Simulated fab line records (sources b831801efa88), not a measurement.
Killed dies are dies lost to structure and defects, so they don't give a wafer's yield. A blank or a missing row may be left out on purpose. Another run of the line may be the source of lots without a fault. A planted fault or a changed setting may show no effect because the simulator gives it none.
Chamber matching + flow sky130 + cmp-02 running SKY_VIA2_CMP_02: 4 sister chambers
The step polishes SiO2. 33 wafers are shown with their chamber, then 12 later ones without.

== WAFERS PAIRED WITH THEIR CHAMBERS ==
| wafer  | chamber | motorCurrentA (A) | slurryFilterDpKPa (kPa) |
|--------|---------|-------------------|-------------------------|
| L074.3 | 1       | 14.5              | 13.60                   |
| L074.4 | 2       | 11.0              | 13.80                   |
| L074.6 | 2       | 11.2              | 13.54                   |
| L077.2 | 0       | 11.4              | 13.67                   |
| L077.3 | 1       | 15.1              | 13.54                   |
| L077.6 | 0       | 12.4              | 13.39                   |
| L078.3 | 3       | 11.5              | 13.49                   |
| L078.4 | 1       | 14.5              | 13.45                   |
| L078.5 | 3       | 11.3              | 13.62                   |
| L079.1 | 3       | 11.1              | 13.42                   |
| L079.3 | 0       | 11.1              | 13.44                   |
| L079.5 | 3       | 12.3              | 13.87                   |
| L080.2 | 2       | 11.5              | 13.23                   |
| L080.5 | 0       | 11.8              | 13.40                   |
| L080.6 | 3       | 11.7              | 13.50                   |
| L081.1 | 0       | 11.6              | 13.65                   |
| L081.2 | 3       | 11.4              | 13.53                   |
| L081.5 | 1       | 14.9              | 13.64                   |
| L082.4 | 0       | 11.4              | 13.47                   |
| L082.5 | 0       | 11.3              | 13.42                   |
| L082.6 | 3       | 12.1              | 13.53                   |
| L083.1 | 2       | 11.9              | 13.63                   |
| L083.3 | 1       | 15.0              | 13.82                   |
| L083.5 | 1       | 14.9              | 13.31                   |
| L086.1 | 2       | 11.9              | 13.68                   |
| L086.4 | 0       | 11.8              | 13.50                   |
| L086.6 | 0       | 11.4              | 13.72                   |
| L087.3 | 0       | 11.7              | 13.45                   |
| L087.5 | 1       | 15.5              | 13.52                   |
| L087.6 | 2       | 11.1              | 13.47                   |
| L090.1 | 1       | 15.5              | 13.45                   |
| L090.2 | 0       | 11.7              | 13.48                   |
| L090.6 | 0       | 11.2              | 13.59                   |

SIGNATURES, as means of the wafers listed above
| reading           | chamber 0 | chamber 1 | chamber 2 | chamber 3 | scatter within a chamber |
|-------------------|-----------|-----------|-----------|-----------|--------------------------|
| motorCurrentA     | 11.567    | 14.988    | 11.433    | 11.629    | 0.385                    |
| slurryFilterDpKPa | 13.5150   | 13.5412   | 13.5583   | 13.5657   | 0.147                    |
Rule: for a wafer and a chamber, the distance is found by dividing, reading by reading, the gap between the wafer's reading and the chamber's mean by the reading's scatter, squaring, summing and taking the root. If the next closest chamber is less than 2 further off than the closest, the wafer can't be placed; otherwise it belongs to the closest. The scatter is the square root of a quotient: the sum, over the shown wafers, of each reading's squared deviation from its chamber's mean, divided by wafers minus chambers.

== WAFERS WITH NO CHAMBER GIVEN ==
| wafer  | motorCurrentA (A) | slurryFilterDpKPa (kPa) |
|--------|-------------------|-------------------------|
| L091.1 | 14.9              | 13.63                   |
| L091.5 | 11.3              | 13.50                   |
| L091.6 | 11.8              | 13.32                   |
| L093.3 | 10.8              | 13.45                   |
| L093.4 | 11.8              | 13.44                   |
| L093.6 | 11.2              | 13.69                   |
| L094.2 | 11.3              | 13.29                   |
| L094.3 | 12.0              | 13.42                   |
| L094.5 | 11.8              | 13.47                   |
| L097.1 | 11.6              | 13.52                   |
| L097.2 | 12.3              | 13.72                   |
| L097.4 | 11.2              | 13.27                   |

== CHAMBER TAKEN BY EACH ==
| wafer  | from the rows above          | in truth |
|--------|------------------------------|----------|
| L091.1 | 1                            | 1        |
| L091.5 | can't be placed: 2 or 0 or 3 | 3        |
| L091.6 | can't be placed: 0 or 3 or 2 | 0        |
| L093.3 | can't be placed: 2 or 0 or 3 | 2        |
| L093.4 | can't be placed: 0 or 3 or 2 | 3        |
| L093.6 | can't be placed: 2 or 3 or 0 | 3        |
| L094.2 | can't be placed: 0 or 2 or 3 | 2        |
| L094.3 | can't be placed: 0 or 3 or 2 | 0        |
| L094.5 | can't be placed: 0 or 3 or 2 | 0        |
| L097.1 | can't be placed: 0 or 3 or 2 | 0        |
| L097.2 | can't be placed: 3 or 0 or 2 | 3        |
| L097.4 | can't be placed: 0 or 2 or 3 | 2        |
Correct placement for 1 of the 12. Not placeable from these rows: 11 (in 11, the candidates include the true chamber). Number placed wrongly: 0.
